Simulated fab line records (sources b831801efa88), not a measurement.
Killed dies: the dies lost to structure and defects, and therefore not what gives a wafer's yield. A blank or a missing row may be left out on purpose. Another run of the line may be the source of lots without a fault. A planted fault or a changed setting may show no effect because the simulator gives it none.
Which tool was responsible? + flow gf180mcu + 36 wafers from 12 lots sampled at 5 of the route's 602 steps

WHAT THE GAUGES SHOWED, per wafer
GF_DNWELL_TW_MEAS_09.
| lot  | measured    | on            | DNWELL_TW      |
|------|-------------|---------------|----------------|
| L990 | day 3 12:29 | film metro-02 | 1372 1372 1378 |
| L992 | day 3 22:53 | film metro-04 | 1341 1348 1345 |
| L998 | day 5 05:23 | film metro-02 | 1362 1359 1365 |
| L101 | day 5 20:32 | film metro-04 | 1341 1346 1348 |
| L102 | day 6 02:35 | film metro-02 | 1385 1385 1379 |
| L105 | day 6 17:59 | film metro-03 | 1360 1358 1362 |
| L106 | day 6 23:47 | film metro-04 | 1348 1343 1345 |
| L107 | day 7 06:14 | film metro-03 | 1353 1356 1357 |
| L108 | day 7 10:50 | film metro-02 | 1365 1353 1365 |
| L110 | day 7 20:59 | film metro-03 | 1356 1356 1355 |

GF_M2_RS_MEAS_05: measures by four-point-probe.
| lot  | measured     | on            | M2_ALCU_RS (ohm/sq)  |
|------|--------------|---------------|----------------------|
| L990 | day 19 09:04 | film metro-04 | 0.0692 0.0694 0.0685 |
| L992 | day 20 08:35 | film metro-03 | 0.0686 0.0676 0.0691 |
| L998 | day 22 16:55 | film metro-02 | 0.0683 0.0694 0.0700 |
| L101 | day 23 18:14 | film metro-03 | 0.0682 0.0685 0.0685 |
| L102 | day 23 18:31 | film metro-03 | 0.0694 0.0685 0.0689 |
| L105 | day 24 23:06 | film metro-03 | 0.0688 0.0686 0.0676 |
| L106 | day 25 00:46 | film metro-02 | 0.0697 0.0683 0.0693 |
| L107 | day 25 09:53 | film metro-02 | 0.0694 0.0695 0.0696 |
| L108 | day 25 18:06 | film metro-02 | 0.0690 0.0696 0.0694 |
| L110 | day 26 06:43 | film metro-02 | 0.0689 0.0698 0.0698 |

WHAT TOOL EACH LOT RAN ON (gives the tool, then ch and the chambers of the sampled wafers, and finally the start)
| lot  | GF_STI_ETCH_14                  | GF_STI_STRIP_15                     | GF_M2_SPUTTER_01             |
|------|---------------------------------|-------------------------------------|------------------------------|
| L990 | rie si-01 ch 2,3, day 2 18:14   | plasma asher-01 ch 0,1, day 2 18:19 | pvd sputter-03, day 19 08:54 |
| L992 | rie si-01 ch 2,3, day 3 04:32   | plasma asher-03 ch 0,1, day 3 04:37 | pvd sputter-04, day 20 08:26 |
| L998 | rie si-01 ch 0,2,3, day 4 10:00 | plasma asher-02 ch 0,1, day 4 10:04 | pvd sputter-02, day 22 16:47 |
| L999 | rie si-01 ch 0,1,2, day 4 14:53 | plasma asher-02 ch 0, day 4 14:57   | -                            |
| L100 | rie si-01 ch 1,2, day 4 20:29   | plasma asher-02 ch 0,1, day 4 20:34 | -                            |
| L101 | rie si-02 ch 1,2,3, day 5 01:11 | plasma asher-02 ch 1, day 5 01:16   | pvd sputter-04, day 23 18:05 |
| L102 | rie si-02 ch 1,2,3, day 5 06:59 | plasma asher-02 ch 0,1, day 5 07:03 | pvd sputter-03, day 23 18:23 |
| L105 | rie si-02 ch 0,1,3, day 5 22:02 | plasma asher-03 ch 1, day 5 22:07   | pvd sputter-02, day 24 22:59 |
| L106 | rie si-01 ch 1,2, day 6 02:53   | plasma asher-03 ch 0,1, day 6 02:58 | pvd sputter-03, day 25 00:38 |
| L107 | rie si-01 ch 0,2,3, day 6 08:17 | plasma asher-02 ch 1, day 6 08:22   | pvd sputter-03, day 25 09:46 |
| L108 | rie si-01 ch 0,1, day 6 13:08   | plasma asher-02 ch 0,1, day 6 13:13 | pvd sputter-02, day 25 17:59 |
| L110 | rie si-01 ch 0,1,2, day 7 00:17 | plasma asher-03 ch 0,1, day 7 00:21 | pvd sputter-03, day 26 06:35 |
- GF_STI_ETCH_14: etches Si in HBr/Cl2/O2, target depth 360 nm, time 102.9 s.
- GF_STI_STRIP_15: strips in O2/N2.
- GF_M2_SPUTTER_01: material TiN, target thk 30 nm, time 25 s.

AS READ BY THE TOOLS THEMSELVES (means over the sampled wafers that have a number; for cases with no such wafer, the mark the record gives instead)
GF_STI_ETCH_14.
| lot  | tool      | HBr_flow_sccm (sccm) | O2_flow_sccm (sccm) | drypump motor current A (A) | oes product au (a.u.) | throttle valve pct (%) |
|------|-----------|----------------------|---------------------|-----------------------------|-----------------------|------------------------|
| L990 | rie si-01 | 149.7                | 5.987               | 5.2                         | 0.991                 | 25.665                 |
| L992 | rie si-01 | 150.4                | 5.990               | 5.2                         | 0.986                 | 25.661                 |
| L998 | rie si-01 | 149.8                | 6.005               | 5.0                         | 0.992                 | 25.666                 |
| L999 | rie si-01 | -                    | -                   | -                           | -                     | -                      |
| L100 | rie si-01 | -                    | -                   | -                           | -                     | -                      |
| L101 | rie si-02 | 149.7                | 6.005               | 5.4                         | 0.991                 | 25.655                 |
| L102 | rie si-02 | 149.9                | 5.989               | 5.4                         | 0.994                 | 25.662                 |
| L105 | rie si-02 | 149.8                | 5.995               | 5.7                         | 1.001                 | 25.652                 |
| L106 | rie si-01 | 150.5                | 6.011               | 5.3                         | 0.994                 | 25.654                 |
| L107 | rie si-01 | 150.1                | 6.003               | 5.0                         | 0.999                 | 25.660                 |
| L108 | rie si-01 | 150.2                | 5.998               | 5.3                         | 1.009                 | 25.645                 |
| L110 | rie si-01 | 150.1                | 6.015               | 5.1                         | 0.987                 | 25.666                 |

GF_STI_STRIP_15.
| lot  | tool            | drypump motor current A (A) | heater power w (W) | oes product au (a.u.) | strip time to endpoint s (s) |
|------|-----------------|-----------------------------|--------------------|-----------------------|------------------------------|
| L990 | plasma asher-01 | 6.1                         | 320                | 0.385                 | 3.79                         |
| L992 | plasma asher-03 | 5.5                         | 320                | 0.390                 | 3.80                         |
| L998 | plasma asher-02 | 5.2                         | 300                | 0.387                 | 3.72                         |
| L999 | plasma asher-02 | 5.1                         | 287                | 0.432                 | 4.93                         |
| L100 | plasma asher-02 | 5.2                         | 299                | 0.435                 | 4.91                         |
| L101 | plasma asher-02 | 5.3                         | 310                | 0.387                 | 3.74                         |
| L102 | plasma asher-02 | 5.2                         | 306                | 0.381                 | 3.75                         |
| L105 | plasma asher-03 | 4.9                         | 315                | 0.388                 | 3.73                         |
| L106 | plasma asher-03 | 6.2                         | 324                | 0.386                 | 3.71                         |
| L107 | plasma asher-02 | 5.3                         | 295                | 0.385                 | 3.71                         |
| L108 | plasma asher-02 | 5.2                         | 293                | 0.384                 | 3.69                         |
| L110 | plasma asher-03 | 5.5                         | 320                | 0.384                 | 3.75                         |

GF_M2_SPUTTER_01.
| lot  | tool           | throttle valve pct (%) |
|------|----------------|------------------------|
| L990 | pvd sputter-03 | 30.1                   |
| L992 | pvd sputter-04 | 30.4                   |
| L998 | pvd sputter-02 | 30.4                   |
| L101 | pvd sputter-04 | 28.6                   |
| L102 | pvd sputter-03 | 30.5                   |
| L105 | pvd sputter-02 | 30.4                   |
| L106 | pvd sputter-03 | 31.2                   |
| L107 | pvd sputter-03 | 30.4                   |
| L108 | pvd sputter-02 | 30.6                   |
| L110 | pvd sputter-03 | 30.5                   |

THE ANSWER, worked out from the rows above alone
Rule: the usual values come from the lots themselves. Put in order of their means at a reading, lots are off if they are a third of the lots or fewer, leave a main group of 4 or more, and stand apart from it by a gap of 3 or more times the standard deviation of the main group's means; of several such gaps the widest counts. The tables above print the reading to a certain number of digits; a main group whose means all agree to those digits is not used. Also off: a lot with no number at a reading for which 4 or more lots have one. Where the step has rows for the other lots, those lots are counted as sound. First the gauges in route order, then the tools' own readings, where a lot's mean is used as printed above. The first step at which some lot is off is used, and at that step the reading that is off furthest; a lot without a number counts as furthest.
Off: L999, L100, at GF_STI_ETCH_14 (HBr_flow_sccm). Without a number there: L999, L100. Main group: mean 150.0 sccm, sd 0.27.
If a tool, at that step or one of the process steps before it, ran each lot that is off and ran no sound lot following the first of them, it fits. None of those tried fits.

WHAT WAS PUT IN BY THE SIMULATOR
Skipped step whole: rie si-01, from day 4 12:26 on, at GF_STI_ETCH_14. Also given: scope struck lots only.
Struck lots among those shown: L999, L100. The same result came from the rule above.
